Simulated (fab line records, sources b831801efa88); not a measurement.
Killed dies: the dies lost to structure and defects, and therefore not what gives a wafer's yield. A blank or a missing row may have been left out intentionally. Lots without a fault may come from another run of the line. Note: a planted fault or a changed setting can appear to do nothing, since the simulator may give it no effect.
Chamber matching -- flow sky130 -- rie_diel-01 running SKY_SONOS_ONO_ETCH_15: 4 sister chambers
The step etches the open film in CHF3/O2, target depth 19.52 nm, time 7.8 s. 8 wafers are shown with their chamber, then 7 later ones without.

== WAFERS PAIRED WITH THEIR CHAMBERS ==
wafer,chamber,drypump_motor_current_A (A),oes_product_au (a.u.)
L994.6,0,5.8,0.998
L998.2,3,5.8,1.012
L998.3,1,5.9,1.008
L999.2,2,6.0,1.017
L999.3,3,5.7,1.016
L999.4,0,5.8,1.005
L112.1,1,5.9,0.993
L112.2,2,6.0,0.999

== WAFERS WITHOUT THEIR CHAMBER ==
wafer,drypump_motor_current_A (A),oes_product_au (a.u.)
L112.6,5.9,0.999
L113.1,6.0,1.007
L113.4,6.0,1.009
L113.6,5.8,1.005
L114.2,5.9,1.004
L114.5,6.0,1.013
L114.6,5.8,1.010

== THE CHAMBER EACH PASSED THROUGH ==
wafer,from the rows above,in truth
L112.6,1,1
L113.1,2,2
L113.4,2,2
L113.6,can't be placed: 0 or 3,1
L114.2,1,1
L114.5,2,2
L114.6,can't be placed: 0 or 3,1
Correct placement for 5 of the 7. Not placeable from these rows: 2 (in 0, the candidates include the true chamber). Wrongly placed: 0.
How it was worked out, from the rows above alone: a wafer's distance from a chamber is the root of the sum, over the readings, of the square of ((its reading less the chamber's mean) divided by the reading's scatter). If the next closest chamber is less than 2 further off than the closest, the wafer can't be placed; otherwise it belongs to the closest. For every chamber, the mean is computed from those of its wafers that are shown. How the scatter is found: for the shown wafers, subtract from each reading the mean of its chamber, square and add these, divide the total by (wafers less chambers), then take the root.
